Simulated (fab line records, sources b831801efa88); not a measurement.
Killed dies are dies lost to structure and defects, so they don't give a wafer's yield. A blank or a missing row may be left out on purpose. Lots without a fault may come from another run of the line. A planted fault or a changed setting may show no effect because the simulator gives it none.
fab line records | flow sfq_line
record lots=5 wafers=15 last_day=85
route steps=325 shown I7@298 M8@311
lots that met no fault: from a run of the same line without faults
start_h: hours from the record's first day to the start of the lot's first wafer shown | wait_h: hours since the lot's step before | " the same as in the row above | L1.1+2: a row that stands for several wafers | - no value, or no start given | * or withheld: withheld | < > ~ a bound
route shown NAME@n: a module of which the file shows steps, and the number in the route of the first | usual: mean/standard deviation of fault-free wafers | same: alike in all rows | chamber/n: place in a boat | sites: the reading at each site | _std_site: their standard deviation | _edge_site: outer sites' mean less inner sites' | radius_mm: how far each site lies from the wafer's centre | mask NAME#n: copy n | behind: the tool/chamber that last shaped the wafer | hold: why the lot was held/for how many hours/how that ended | device: the transistor (n, p or np) that didn't switch | end of line: the same wafers' tests at the end of the route | a step without rows: its recipe alone | killed: dies lost to structure and defects at the first sort, not the wafer's yield | map: a wafer's dies, x killed, . not, _ none there
set.NAME: the setting as run; set.NAME@STEP: as run at that earlier step | model.NAME: the simulator's own value behind a step, which no gauge read
lots at some steps of the route; a table a step, a row a wafer
services: from which hour (start_h, from the record's first day; less than 0 if before it) a tool's chamber was out of use, for how many hours, and why
## steps
# step SFQ_I7_BOW_MEAS_946
# recipe mode=bow
# usual I7_BOW=9/9.7
# columns lot.wafer tool chamber start_h wait_h I7_BOW[um]
L079.1 film_metro-02 - 1830.21 1.0 14
L079.2 " - " " 13
L079.3 " - " " 21
L081.3 film_metro-01 - 1837.95 2.0 6
L081.4 " - " " 26
L081.6 " - " " 8
L082.2 film_metro-03 - 1852.33 2.0 1
L082.5 " - " " 2
L082.6 " - " " 8
L093.3 film_metro-03 - 1926.45 2.0 5
L093.4 " - " " -3
L093.5 " - " " 8
L097.2 film_metro-01 - 1965.99 1.0 -4
L097.3 " - " " -11
L097.4 " - " " -5
# step SFQ_TRILAYER_I7_METRO_MEASURE_185
# usual thk_nm=199.9/1.1
# columns lot.wafer tool chamber start_h wait_h thk_nm
L079.1 film_metro-02 - 1830.33 0.1 200.7
L079.2 " - " " 201.3
L079.3 " - " " 200.5
L081.3 film_metro-01 - 1838.43 0.5 200.0
L081.4 " - " " 198.8
L081.6 " - " " 199.2
L082.2 film_metro-03 - 1852.63 0.3 199.1
L082.5 " - " " 199.7
L082.6 " - " " 199.7
L093.3 film_metro-03 - 1926.93 0.5 199.6
L093.4 " - " " 199.5
L093.5 " - " " 199.5
L097.2 film_metro-01 - 1966.29 0.3 200.3
L097.3 " - " " 199.5
L097.4 " - " " 201.3
# step SFQ_TRILAYER_I7_VIA_LITHO_COAT_192
# recipe resist=BARC spin_rpm=3000 resist_thk_nm=62
# usual chill_plate_temp_C=23.00/0.12 exhaust_pa=45.1/1
# columns lot.wafer tool chamber start_h wait_h chill_plate_temp_C exhaust_pa
L079.1 litho_track-01 0 1831.53 1.0 22.83 45.3
L079.2 " 0 " " 23.02 44.0
L079.3 " 0 " " 23.08 44.7
L081.3 litho_track-04 0 1839.33 0.7 23.11 46.0
L081.4 " 0 " " 23.07 46.3
L081.6 " 0 " " 23.01 46.1
L082.2 litho_track-01 0 1853.68 0.8 23.32 46.8
L082.5 " 0 " " 23.12 45.8
L082.6 " 0 " " 23.21 46.6
L093.3 litho_track-01 0 1927.83 0.7 22.89 44.6
L093.4 " 0 " " 22.96 44.2
L093.5 " 0 " " 22.91 45.3
L097.2 litho_track-01 0 1967.34 0.8 22.98 45.6
L097.3 " 0 " " 23.16 45.1
L097.4 " 0 " " 23.06 46.0
# step SFQ_TRILAYER_I7_VIA_LITHO_COAT_187
# recipe resist=KrF spin_rpm=3000 resist_thk_nm=650
# usual chill_plate_temp_C=23.00/0.11 exhaust_pa=45.1/0.84
# columns lot.wafer tool chamber start_h wait_h chill_plate_temp_C exhaust_pa
L079.1 litho_track-01 0 1831.83 0.2 22.81 45.4
L079.2 " 0 " " 22.91 44.6
L079.3 " 0 " " 22.88 44.5
L081.3 litho_track-04 0 1839.63 0.2 23.10 45.3
L081.4 " 0 " " 22.99 43.9
L081.6 " 0 " " 22.95 44.2
L082.2 litho_track-01 0 1853.98 0.2 23.04 45.2
L082.5 " 0 " " 23.02 44.5
L082.6 " 0 " " 22.98 45.2
L093.3 litho_track-01 0 1928.13 0.2 23.07 45.4
L093.4 " 0 " " 22.85 43.9
L093.5 " 0 " " 22.94 44.9
L097.2 litho_track-01 0 1967.64 0.2 23.03 44.8
L097.3 " 0 " " 23.04 44.3
L097.4 " 0 " " 22.92 43.8
# step SFQ_TRILAYER_I7_VIA_LITHO_SOFTBAKE_191
# recipe temp_c=withheld time_s=withheld resist=KrF
# usual chill_plate_temp_C=* exhaust_pa=45.2/0.84
# columns lot.wafer tool chamber start_h wait_h chill_plate_temp_C exhaust_pa
L079.1 litho_track-01 0 1832.13 0.2 * 46.5
L079.2 " 0 " " * 45.3
L079.3 " 0 " " * 45.1
L081.3 litho_track-04 0 1839.88 0.2 * 43.4
L081.4 " 0 " " * 43.6
L081.6 " 0 " " * 45.3
L082.2 litho_track-01 0 1854.26 0.2 * 45.2
L082.5 " 0 " " * 45.0
L082.6 " 0 " " * 46.0
L093.3 litho_track-01 0 1928.38 0.2 * 44.5
L093.4 " 0 " " * 45.7
L093.5 " 0 " " * 44.5
L097.2 litho_track-01 0 1967.91 0.2 * 46.8
L097.3 " 0 " " * 45.4
L097.4 " 0 " " * 46.1
# step SFQ_TRILAYER_I7_VIA_LITHO_EXPOSE_188
# recipe mask_id=I7 na=0.6 source_shape=conventional sigma_outer=0.65 target_cd_nm=1000 dose_mj=21.3
# usual exposure_dose_mJ_cm2=21.295/0.019 focus_offset_nm=0.0/0.48
# same na=0.6
# columns lot.wafer tool chamber start_h wait_h mask exposure_dose_mJ_cm2 focus_offset_nm
L079.1 krf_scanner-01 0 1832.28 - I7#0 21.303 -0.8
L079.2 " 0 " " I7#0 21.305 -0.9
L079.3 " 0 " " I7#0 21.294 -0.2
L081.3 krf_scanner-01 0 1845.80 - I7#0 21.281 -0.4
L081.4 " 0 " " I7#0 21.266 -0.6
L081.6 " 0 " " I7#0 21.278 -0.4
L082.2 krf_scanner-01 0 1868.62 - I7#0 21.359 0.3
L082.5 " 0 " " I7#0 21.322 -0.4
L082.6 " 0 " " I7#0 21.302 0.9
L093.3 krf_scanner-02 0 2015.90 - I7#0 21.312 -0.2
L093.4 " 0 " " I7#0 21.274 0.0
L093.5 " 0 " " I7#0 21.276 0.0
L097.2 krf_scanner-02 0 2038.22 - I7#0 21.307 0.2
L097.3 " 0 " " I7#0 21.286 -0.3
L097.4 " 0 " " I7#0 21.298 0.1
# step SFQ_TRILAYER_I7_VIA_LITHO_PEB_190
# recipe peb_temp_c=115 peb_time_s=60 resist=KrF
# usual chill_plate_temp_C=23.01/0.11 exhaust_pa=45.0/0.97
# columns lot.wafer tool chamber start_h wait_h chill_plate_temp_C exhaust_pa
L079.1 litho_track-03 0 1833.48 1.0 22.92 46.4
L079.2 " 0 " " 22.97 45.5
L079.3 " 0 " " 23.04 45.0
L081.3 litho_track-01 0 1846.65 0.7 22.98 46.3
L081.4 " 0 " " 23.08 44.9
L081.6 " 0 " " 22.95 46.6
L082.2 litho_track-01 0 1869.65 0.8 22.97 45.5
L082.5 " 0 " " 22.99 44.1
L082.6 " 0 " " 23.22 44.3
L093.3 litho_track-01 0 2016.75 0.7 23.16 46.9
L093.4 " 0 " " 23.07 46.1
L093.5 " 0 " " 23.09 47.0
L097.2 litho_track-04 0 2039.25 0.8 23.07 46.0
L097.3 " 0 " " 22.91 44.5
L097.4 " 0 " " 22.96 45.3
# step SFQ_TRILAYER_I7_VIA_LITHO_DEVELOP_189
# recipe time_s=60 resist=KrF
# usual chill_plate_temp_C=22.97/0.097 exhaust_pa=45.2/0.88
# columns lot.wafer tool chamber start_h wait_h chill_plate_temp_C exhaust_pa
L079.1 litho_track-03 0 1833.63 0.1 22.96 46.5
L079.2 " 0 " " 23.13 46.2
L079.3 " 0 " " 22.91 45.6
L081.3 litho_track-01 0 1846.80 0.1 22.93 45.6
L081.4 " 0 " " 22.92 45.7
L081.6 " 0 " " 22.79 45.6
L082.2 litho_track-01 0 1869.80 0.1 23.14 44.7
L082.5 " 0 " " 23.01 44.9
L082.6 " 0 " " 23.04 43.6
L093.3 litho_track-01 0 2016.90 0.1 23.06 44.9
L093.4 " 0 " " 22.98 43.7
L093.5 " 0 " " 23.01 43.7
L097.2 litho_track-04 0 2039.40 0.1 23.05 44.7
L097.3 " 0 " " 22.96 45.7
L097.4 " 0 " " 22.90 45.8
# step SFQ_I7_OVL_MEAS_947
# usual I7_OVL=-1/5.1
# columns lot.wafer tool chamber start_h wait_h I7_OVL[nm]
L079.1 overlay-01 - 1833.78 0.1 2
L079.2 " - " " 1
L079.3 " - " " -1
L081.3 overlay-02 - 1846.91 0.1 -1
L081.4 " - " " 1
L081.6 " - " " 0
L082.2 overlay-01 - 1869.93 0.1 2
L082.5 " - " " 5
L082.6 " - " " 0
L093.3 overlay-01 - 2017.01 0.1 1
L093.4 " - " " -1
L093.5 " - " " 4
L097.2 overlay-01 - 2039.53 0.1 0
L097.3 " - " " 9
L097.4 " - " " -5
# step SFQ_TRILAYER_I7_VIA_BARC_OPEN_VIA_ETCH_260
# recipe mask_material=PR chemistry=O2 target_depth_nm=125 target=BARC source_w=500 bias_w=80 pressure_mtorr=30 time_s=41.7
# usual drypump_motor_current_A=5.6/0.46 oes_product_au=0.685/0.0044
# columns lot.wafer tool chamber start_h wait_h drypump_motor_current_A oes_product_au rf_hours_counter_h
L079.1 rie_diel-02 3 1833.82 0.0 5.9 0.682 4
L079.2 " 1 " " 5.6 0.686 17
L079.3 " 2 " " 5.6 0.689 18
L081.3 rie_diel-01 3 1846.94 0.0 5.1 0.687 18
L081.4 " 2 " " 5.1 0.682 -
L081.6 " 0 " " 5.8 0.681 -
L082.2 rie_diel-01 0 1869.96 0.0 5.7 0.683 20
L082.5 " 1 " " 5.1 0.683 -
L082.6 " 0 " " 5.8 0.681 -
L093.3 rie_diel-02 3 2017.03 0.0 5.9 0.676 7
L093.4 " 1 " " 5.7 0.684 -
L093.5 " 3 " " 5.9 0.683 -
L097.2 rie_diel-01 1 2039.56 0.0 5.1 0.689 3
L097.3 " 2 " " 5.1 0.685 21
L097.4 " 3 " " 5.1 0.684 21
# step SFQ_TRILAYER_I7_VIA_ETCH_VIA_ETCH_190
# recipe target=SiO2 stop_on=Nb mask_material=PR taper_deg=20 chemistry=CHF3 target_depth_nm=260 source_w=500 bias_w=80 pressure_mtorr=30 time_s=withheld
# usual drypump_motor_current_A=5.6/0.46 oes_product_au=0.854/0.0054
# columns lot.wafer tool chamber start_h wait_h drypump_motor_current_A oes_product_au
L079.1 rie_diel-02 3 1833.86 0.0 5.9 0.861
L079.2 " 1 " " 5.7 0.863
L079.3 " 2 " " 5.6 0.844
L081.3 rie_diel-01 3 1846.98 0.0 5.1 0.856
L081.4 " 2 " " 5.1 0.848
L081.6 " 0 " " 5.8 0.848
L082.2 rie_diel-01 0 1870.00 0.0 5.8 0.854
L082.5 " 1 " " 5.1 0.853
L082.6 " 0 " " 5.8 0.854
L093.3 rie_diel-02 3 2017.07 0.0 5.9 0.851
L093.4 " 1 " " 5.7 0.858
L093.5 " 3 " " 5.9 0.857
L097.2 rie_diel-01 1 2039.60 0.0 5.1 0.857
L097.3 " 2 " " 5.1 0.849
L097.4 " 3 " " 5.1 0.853
# step SFQ_TRILAYER_I7_VIA_STRIP_STRIP_191
# recipe gas=O2 power_w=200 platen_temp_c=40 overash_fraction=0.6759 chemistry=O2 pressure_mtorr=50
# usual drypump_motor_current_A=5.8/0.53 he_backside_leak_sccm=3.40/0.29 oes_product_au=0.997/0.0094
# columns lot.wafer tool chamber start_h wait_h drypump_motor_current_A he_backside_leak_sccm oes_product_au rf_hours_counter_h
L079.1 rie_metal-02 1 1833.97 - 5.4 3.16 0.992 64
L079.2 " 0 " " 6.7 3.14 1.006 69
L079.3 " 0 " " 6.7 3.40 1.021 -
L081.3 rie_metal-03 1 1847.36 - 6.0 3.77 1.008 -
L081.4 " 0 " " 5.2 3.32 1.005 -
L081.6 " 1 " " 6.0 3.51 0.999 -
L082.2 rie_metal-04 1 1870.11 - 5.5 3.78 0.999 36
L082.5 " 0 " " 5.8 3.08 0.993 -
L082.6 " 1 " " 5.5 3.76 0.999 -
L093.3 rie_metal-04 1 2017.39 - 5.5 3.69 0.991 -
L093.4 " 0 " " 5.8 3.35 0.978 -
L093.5 " 1 " " 5.5 3.84 0.991 -
L097.2 rie_metal-03 0 2039.91 - 5.1 3.29 0.997 -
L097.3 " 0 " " 5.2 3.41 0.993 -
L097.4 " 0 " " 5.2 3.36 0.997 -
# step SFQ_TRILAYER_I7_VIA_STRIP_SOLV_CLEAN_192
# recipe chemistry=NMP temp_c=70 time_s=600
# columns lot.wafer tool chamber start_h wait_h
L079.1+2+3 wet_bench-02 2,6,5 1834.57 0.4
L081.3+4+6 wet_bench-01 5,0,2 1847.89 0.3
L082.2+5+6 wet_bench-02 6,5,7 1870.71 0.4
L093.3+4+5 wet_bench-01 5,6,1 2017.79 0.2
L097.2+3+4 wet_bench-04 1,5,7 2040.91 0.8
# step SFQ_TRILAYER_M8_LITHO_LOR_COAT_197
# recipe resist=lift-off spin_rpm=3000
# usual chill_plate_temp_C=23.02/0.11 exhaust_pa=44.9/0.87
# columns lot.wafer tool chamber start_h wait_h chill_plate_temp_C exhaust_pa
L079.1 litho_track-02 0 1834.76 0.0 23.19 44.5
L079.2 " 0 " " 23.12 44.1
L079.3 " 0 " " 22.99 45.1
L081.3 litho_track-04 0 1848.16 0.1 23.18 44.6
L081.4 " 0 " " 23.08 44.9
L081.6 " 0 " " 23.13 44.0
L082.2 litho_track-01 0 1870.94 0.1 23.01 43.3
L082.5 " 0 " " 22.96 45.0
L082.6 " 0 " " 23.10 46.0
L093.3 litho_track-02 0 2018.06 0.1 22.96 44.3
L093.4 " 0 " " 23.02 43.8
L093.5 " 0 " " 23.06 45.0
L097.2 litho_track-01 0 2041.13 0.1 22.86 45.7
L097.3 " 0 " " 22.89 45.3
L097.4 " 0 " " 22.85 44.2
# step SFQ_TRILAYER_M8_LITHO_LOR_BAKE_198
# recipe resist=lift-off temp_c=withheld time_s=withheld
# usual chill_plate_temp_C=* exhaust_pa=45.0/0.85
# columns lot.wafer tool chamber start_h wait_h chill_plate_temp_C exhaust_pa
L079.1 litho_track-02 0 1835.06 0.2 * 43.5
L079.2 " 0 " " * 44.3
L079.3 " 0 " " * 45.1
L081.3 litho_track-04 0 1848.55 0.3 * 45.6
L081.4 " 0 " " * 44.5
L081.6 " 0 " " * 44.3
L082.2 litho_track-01 0 1871.28 0.3 * 44.4
L082.5 " 0 " " * 43.1
L082.6 " 0 " " * 44.2
L093.3 litho_track-02 0 2018.44 0.3 * 45.2
L093.4 " 0 " " * 45.1
L093.5 " 0 " " * 45.0
L097.2 litho_track-01 0 2041.48 0.3 * 43.6
L097.3 " 0 " " * 44.9
L097.4 " 0 " " * 45.2
# step SFQ_TRILAYER_M8_LITHO_COAT_193
# recipe resist=KrF spin_rpm=3000 resist_thk_nm=600
# usual chill_plate_temp_C=23.00/0.11 exhaust_pa=45.0/0.97
# columns lot.wafer tool chamber start_h wait_h chill_plate_temp_C exhaust_pa
L079.1 litho_track-02 0 - - 22.88 44.4
L079.2 " 0 " " 22.82 44.9
L079.3 " 0 " " 22.81 45.5
L081.3 litho_track-04 0 - - 23.03 46.6
L081.4 " 0 " " 22.89 45.2
L081.6 " 0 " " 23.09 45.5
L082.2 litho_track-01 0 - - 23.03 45.2
L082.5 " 0 " " 23.00 47.3
L082.6 " 0 " " 23.01 46.6
L093.3 litho_track-02 0 - - 23.19 44.1
L093.4 " 0 " " 23.02 45.0
L093.5 " 0 " " 23.08 45.3
L097.2 litho_track-01 0 - - 22.95 45.8
L097.3 " 0 " " 22.78 45.3
L097.4 " 0 " " 22.84 44.1
# step SFQ_TRILAYER_M8_LITHO_SOFTBAKE_199
# recipe temp_c=withheld time_s=withheld resist=KrF
# usual chill_plate_temp_C=* exhaust_pa=44.9/0.88
# columns lot.wafer tool chamber start_h wait_h chill_plate_temp_C exhaust_pa
L079.1 litho_track-02 0 - - * 46.0
L079.2 " 0 " " * 45.3
L079.3 " 0 " " * 45.8
L081.3 litho_track-04 0 - - * 45.5
L081.4 " 0 " " * 45.0
L081.6 " 0 " " * 45.8
L082.2 litho_track-01 0 - - * 44.5
L082.5 " 0 " " * 44.5
L082.6 " 0 " " * 43.9
L093.3 litho_track-02 0 - - * 44.7
L093.4 " 0 " " * 46.0
L093.5 " 0 " " * 44.9
L097.2 litho_track-01 0 - - * 46.3
L097.3 " 0 " " * 47.2
L097.4 " 0 " " * 45.0
# step SFQ_TRILAYER_M8_LITHO_EXPOSE_194
# recipe mask_id=M8 na=0.6 source_shape=conventional sigma_outer=0.65 target_cd_nm=2000 dose_mj=14.4
# usual exposure_dose_mJ_cm2=14.399/0.014 focus_offset_nm=0.0/0.49
# same na=0.6
# columns lot.wafer tool chamber start_h wait_h mask exposure_dose_mJ_cm2 focus_offset_nm
L079.1 krf_scanner-02 0 1933.48 - M8#0 14.403 -0.4
L079.2 " 0 " " M8#0 14.386 -0.4
L079.3 " 0 " " M8#0 14.388 0.0
L081.3 krf_scanner-02 0 1952.30 - M8#0 14.411 0.2
L081.4 " 0 " " M8#0 14.415 -0.2
L081.6 " 0 " " M8#0 14.420 0.6
L082.2 krf_scanner-02 0 1968.90 - M8#0 14.390 0.3
L082.5 " 0 " " M8#0 14.417 -0.6
L082.6 " 0 " " M8#0 14.396 0.2
L093.3 krf_scanner-02 0 2019.79 - M8#0 14.419 -0.1
L093.4 " 0 " " M8#0 14.428 0.3
L093.5 " 0 " " M8#0 14.405 0.4
L097.2 krf_scanner-01 0 2044.82 - M8#0 14.401 0.6
L097.3 " 0 " " M8#0 14.423 0.5
L097.4 " 0 " " M8#0 14.402 0.6
# step SFQ_TRILAYER_M8_LITHO_PEB_196
# recipe peb_temp_c=115 peb_time_s=60 resist=KrF
# usual chill_plate_temp_C=23.00/0.1 exhaust_pa=45.0/0.92
# columns lot.wafer tool chamber start_h wait_h chill_plate_temp_C exhaust_pa
L079.1 litho_track-02 0 1934.68 1.0 23.08 44.9
L079.2 " 0 " " 23.14 43.8
L079.3 " 0 " " 22.93 43.5
L081.3 litho_track-04 0 1953.15 0.7 22.77 44.2
L081.4 " 0 " " 23.01 44.4
L081.6 " 0 " " 23.05 45.7
L082.2 litho_track-02 0 1969.92 0.8 23.05 45.9
L082.5 " 0 " " 22.94 45.5
L082.6 " 0 " " 23.02 44.7
L093.3 litho_track-02 0 2020.64 0.7 23.08 45.1
L093.4 " 0 " " 22.96 45.5
L093.5 " 0 " " 23.11 45.6
L097.2 litho_track-04 0 2045.85 0.8 22.83 45.5
L097.3 " 0 " " 22.85 45.4
L097.4 " 0 " " 22.82 46.1
# step SFQ_TRILAYER_M8_LITHO_DEVELOP_195
# recipe img_clear_s=15 time_s=55 resist=KrF
# usual chill_plate_temp_C=23.02/0.097 exhaust_pa=45.0/0.85
# columns lot.wafer tool chamber start_h wait_h chill_plate_temp_C exhaust_pa
L079.1 litho_track-02 0 1934.83 0.1 23.03 44.1
L079.2 " 0 " " 23.14 45.6
L079.3 " 0 " " 23.08 46.5
L081.3 litho_track-04 0 1953.29 0.1 23.07 45.0
L081.4 " 0 " " 23.03 45.2
L081.6 " 0 " " 23.02 45.0
L082.2 litho_track-02 0 1970.07 0.1 23.03 44.6
L082.5 " 0 " " 22.97 43.8
L082.6 " 0 " " 22.91 45.3
L093.3 litho_track-02 0 2020.78 0.1 22.96 45.3
L093.4 " 0 " " 23.17 44.8
L093.5 " 0 " " 22.99 45.6
L097.2 litho_track-04 0 2045.99 0.1 23.02 44.2
L097.3 " 0 " " 22.98 44.5
L097.4 " 0 " " 22.92 45.1
# step SFQ_M8_OVL_MEAS_948
# usual M8_OVL=2/5.6
# columns lot.wafer tool chamber start_h wait_h M8_OVL[nm]
L079.1 overlay-01 - 1934.97 0.1 -3
L079.2 " - " " -6
L079.3 " - " " -6
L081.3 overlay-01 - 1953.40 0.1 2
L081.4 " - " " 7
L081.6 " - " " 3
L082.2 overlay-01 - 1970.19 0.1 7
L082.5 " - " " -2
L082.6 " - " " 6
L093.3 overlay-01 - 2020.89 0.1 -10
L093.4 " - " " 2
L093.5 " - " " -7
L097.2 overlay-02 - 2046.12 0.1 -10
L097.3 " - " " -11
L097.4 " - " " -4
# step SFQ_TRILAYER_M8_DEP_EVAP_197
# recipe material=Ti angular_spread_deg=1 target_thk_nm=20 time_s=100 power_w=2000
# columns lot.wafer tool chamber start_h wait_h
L079.1+2+3 pvd_sputter-01 - 1935.00 0.0
L081.3+4+6 pvd_sputter-01 - 1953.42 0.0
L082.2+5+6 pvd_sputter-01 - 1970.22 0.0
L093.3+4+5 pvd_sputter-02 - 2020.91 0.0
L097.2+3+4 pvd_sputter-01 - 2046.15 0.0
# step SFQ_TRILAYER_M8_DEP_EVAP_198
# recipe material=Pt angular_spread_deg=1 target_thk_nm=50 time_s=257.3 power_w=2000
# columns lot.wafer tool chamber start_h wait_h
L079.1+2+3 pvd_sputter-01 - 1935.08 0.0
L081.3+4+6 pvd_sputter-01 - 1953.50 0.0
L082.2+5+6 pvd_sputter-01 - 1970.30 0.0
L093.3+4+5 pvd_sputter-02 - 2020.99 0.0
L097.2+3+4 pvd_sputter-01 - 2046.22 0.0
# step SFQ_TRILAYER_M8_DEP_EVAP_196
# recipe material=Au angular_spread_deg=1 target_thk_nm=180 time_s=900 power_w=2000
# columns lot.wafer tool chamber start_h wait_h
L079.1+2+3 pvd_sputter-01 - 1935.23 0.1
L081.3+4+6 pvd_sputter-01 - 1953.65 0.1
L082.2+5+6 pvd_sputter-01 - 1970.45 0.1
L093.3+4+5 pvd_sputter-02 - 2021.14 0.1
L097.2+3+4 pvd_sputter-01 - 2046.38 0.1
# step SFQ_M8_RS_MEAS_949
# recipe thk_meas_gauge=four-point-probe reads=Au_of_TRILAYER_M8_DEP_EVAP_196+Pt_of_TRILAYER_M8_DEP_EVAP_198+Ti_of_TRILAYER_M8_DEP_EVAP_197
# usual M8_AU_RS=0.1532/0.0023
# columns lot.wafer tool chamber start_h wait_h M8_AU_RS[ohm/sq]
L079.1 film_metro-01 - 1935.75 0.3 0.1521
L079.2 " - " " 0.1550
L079.3 " - " " 0.1527
L081.3 film_metro-03 - 1954.21 0.3 0.1494
L081.4 " - " " 0.1515
L081.6 " - " " 0.1509
L082.2 film_metro-03 - 1970.99 0.3 0.1502
L082.5 " - " " 0.1496
L082.6 " - " " 0.1504
L093.3 film_metro-01 - 2021.70 0.3 0.1500
L093.4 " - " " 0.1511
L093.5 " - " " 0.1494
L097.2 film_metro-04 - 2046.91 0.3 0.1532
L097.3 " - " " 0.1525
L097.4 " - " " 0.1529
# step SFQ_M8_THK_MEAS_950
# recipe thk_meas_gauge=xrf reads=Au_of_TRILAYER_M8_DEP_EVAP_196
# usual M8_AU_THK=181/3
# columns lot.wafer tool chamber start_h wait_h M8_AU_THK[nm]
L079.1 film_metro-01 - 1935.87 0.1 183
L079.2 " - " " 179
L079.3 " - " " 183
L081.3 film_metro-03 - 1954.31 0.1 188
L081.4 " - " " 185
L081.6 " - " " 186
L082.2 film_metro-03 - 1971.10 0.1 186
L082.5 " - " " 187
L082.6 " - " " 186
L093.3 film_metro-01 - 2021.80 0.1 186
L093.4 " - " " 184
L093.5 " - " " 187
L097.2 film_metro-04 - 2047.02 0.1 182
L097.3 " - " " 183
L097.4 " - " " 182
# step SFQ_TRILAYER_M8_LIFTOFF_LIFTOFF_197
# recipe temp_c=80 time_s=600 chemistry=NMP
# columns lot.wafer tool chamber start_h wait_h
L079.1+2+3 wet_bench-02 4,6,7 1935.93 0.1
L081.3+4+6 wet_bench-04 2,0,6 1954.35 0.0
L082.2+5+6 wet_bench-03 2,0,1 1971.15 0.0
L093.3+4+5 wet_bench-03 3,4,6 2021.84 0.0
L097.2+3+4 wet_bench-03 1,5,6 2047.07 0.0
# step SFQ_M8_BOW_MEAS_951
# recipe mode=bow
# usual M8_BOW=10/9.7
# columns lot.wafer tool chamber start_h wait_h M8_BOW[um]
L079.1 film_metro-03 - 1936.10 0.0 15
L079.2 " - " " 15
L079.3 " - " " 23
L081.3 film_metro-01 - 1954.56 0.0 8
L081.4 " - " " 26
L081.6 " - " " 10
L082.2 film_metro-01 - 1971.36 0.0 3
L082.5 " - " " 3
L082.6 " - " " 9
L093.3 film_metro-04 - 2022.07 0.0 4
L093.4 " - " " -4
L093.5 " - " " 7
L097.2 film_metro-01 - 2047.27 0.0 -2
L097.3 " - " " -10
L097.4 " - " " -4
## services
# columns tool chamber start_h hours kind
rie_diel-01 3 1815.16 1.3 repair
rie_diel-01 1 1823.23 7.5 repair
rie_diel-01 0 1833.46 9.9 repair
krf_scanner-01 - 1837.37 3.2 repair
krf_scanner-02 - 1847.94 1.0 pm
krf_scanner-01 - 1862.20 4.0 pm
pvd_sputter-02 - 1864.22 6.4 repair
krf_scanner-01 - 1867.42 1.0 pm
pvd_sputter-01 - 1875.71 1.5 repair
rie_diel-02 1 1897.44 11.0 repair
krf_scanner-02 - 1909.13 0.8 pm
rie_diel-02 1 1916.14 21.5 repair
krf_scanner-01 - 1928.45 1.3 pm
krf_scanner-02 - 1932.18 1.3 pm
rie_diel-02 - 1937.90 2.8 pm
krf_scanner-02 - 1938.28 4.0 pm
krf_scanner-01 - 1947.75 0.8 pm
rie_diel-01 2 1993.81 8.0 repair
krf_scanner-02 - 2016.70 1.0 pm
pvd_sputter-01 - 2017.03 0.5 repair
rie_diel-01 - 2032.64 0.4 repair
krf_scanner-01 - 2036.02 1.0 pm
pvd_sputter-02 - 2039.31 3.6 repair
krf_scanner-01 - 2046.16 1.0 repair
## key
fault none
